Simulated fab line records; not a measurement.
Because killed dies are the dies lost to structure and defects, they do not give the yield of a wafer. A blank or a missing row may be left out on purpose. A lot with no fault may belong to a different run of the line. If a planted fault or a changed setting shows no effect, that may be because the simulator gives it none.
Struck lot and sound lot, side by side || flow gf180mcu || 19 steps out of a route of 602
Sound: the wafers L363.3, L363.4, L363.6. Struck: wafers L372.2, L372.3, L372.6. Last of all comes the cause.
Each step with rows lists, per side, the tool, then ch with its chambers, then its first start. Under that, the readings that differ: sound wafers || struck wafers || difference of the means || sigmas: that difference in standard deviations of wafers without a fault.
alike: readings with means less than 2 such deviations apart, plus words and numbers identical on both sides. not compared: withheld readings, readings lacking a value on some wafer, bounds such as >300 that could conceal the same value, and numbers that have no deviation in the record and whose values overlap.
A row with sigmas, a row that says differs or no value, or rows on one side alone: a step with any of these is where the two part. Numbers that have no deviation but don't overlap get no sigmas and don't part them. A reading that every wafer of one side lacks parts them only if that side has two wafers or more.

GF_M5_STRIP_11: strips in O2/N2.
  sound on plasma asher-01 ch 0,1, day 28 02:50; struck on plasma asher-03 ch 0,1, day 30 21:13
{"reading": "strip time to endpoint s (s)", "sound": "7.23 7.12 7.11", "struck": "7.04 7.02 6.99", "difference": -0.14, "sigmas": -2}
  alike: drypump motor current A, heater power w, oes product au, platen temp c
  not compared: rf hours counter h
then, 3 steps without rows for these wafers: GF_M5_STRIP_12 (strips in post etch residue remover, time 1200 s); GF_M5_CLEAN_13 (cleans in DIW); GF_V5_CVD_00 (deposits SiO2, target thk 300 nm, time 50 s).
GF_V5_THK_MEAS_01:
  sound on film metro-01 at day 28 03:24; struck on film metro-02 at day 30 21:48
  alike: V5_CVD_00_THK
GF_V5_CVD_02: deposits SiO2 from TEOS, target thk 1450 nm, time 163.28 s.
  sound on pecvd-02 ch 0,1,2, day 28 03:26; struck on pecvd-02 ch 0,2, day 30 21:51
  alike: heater power w
GF_V5_THK_MEAS_03:
  sound on film metro-02 at day 28 03:34; struck on film metro-01 at day 30 21:58
  alike: V5_CVD_02_THK
GF_V5_CMP_04: polishes SiO2.
  sound on cmp-01 ch 0,1, day 28 03:36; struck on cmp-02 ch 0,1,3, day 30 22:07
  alike: motor current A, retaining ring pressure frac
GF_V5_BOW_MEAS_05:
  sound on film metro-03 at day 28 03:56; struck on film metro-02 at day 30 22:20
  alike: V5_BOW
then, 3 steps without rows for these wafers: GF_V5_DEHYDRATE_06 (time 60 s); GF_V5_HMDS_07 (prime time 60 s); GF_V5_COAT_08.
GF_V5_COAT_09: resist thk 1000 nm.
  sound on litho track-03 ch 0, day 28 14:00; struck on litho track-01 ch 0, day 31 07:00
{"reading": "model.KrF_of_V5_COAT_09.thk nm (nm)", "sound": "1003 1002 1002", "struck": "1018 1021 1019", "difference": "+17", "sigmas": ""}
then, 3 steps without rows for these wafers: GF_V5_SOFTBAKE_10 (time 60 s); GF_V5_EXPOSE_11 (exposes mask Via5, target cd 260 nm); GF_V5_PEB_12 (peb time 90 s).
GF_V5_DEVELOP_13: develop time 60 s.
  sound on litho track-03 ch 0, day 29 00:05; struck on litho track-03 ch 0, day 31 15:37
{"reading": "model.KrF_of_V5_COAT_09.thk nm (nm)", "sound": "988.5 987 986.7", "struck": "1003 1006 1004", "difference": "+17", "sigmas": ""}
GF_V5_CD_MEAS_14: the cd target is 260 nm.
  sound on cd sem-02 at day 29 00:13; struck on cd sem-02 at day 31 15:45
  alike: cd nm
GF_PASSIVATION_PROBE_99:
  rows exist in the record for the struck wafers here (prober-02, day 33 05:20), but not for the sound ones

## WHERE THEY PART
Last at GF_PASSIVATION_PROBE_99 as far as this record goes, first at GF_M5_STRIP_11.

WHY: whatever the simulator had introduced
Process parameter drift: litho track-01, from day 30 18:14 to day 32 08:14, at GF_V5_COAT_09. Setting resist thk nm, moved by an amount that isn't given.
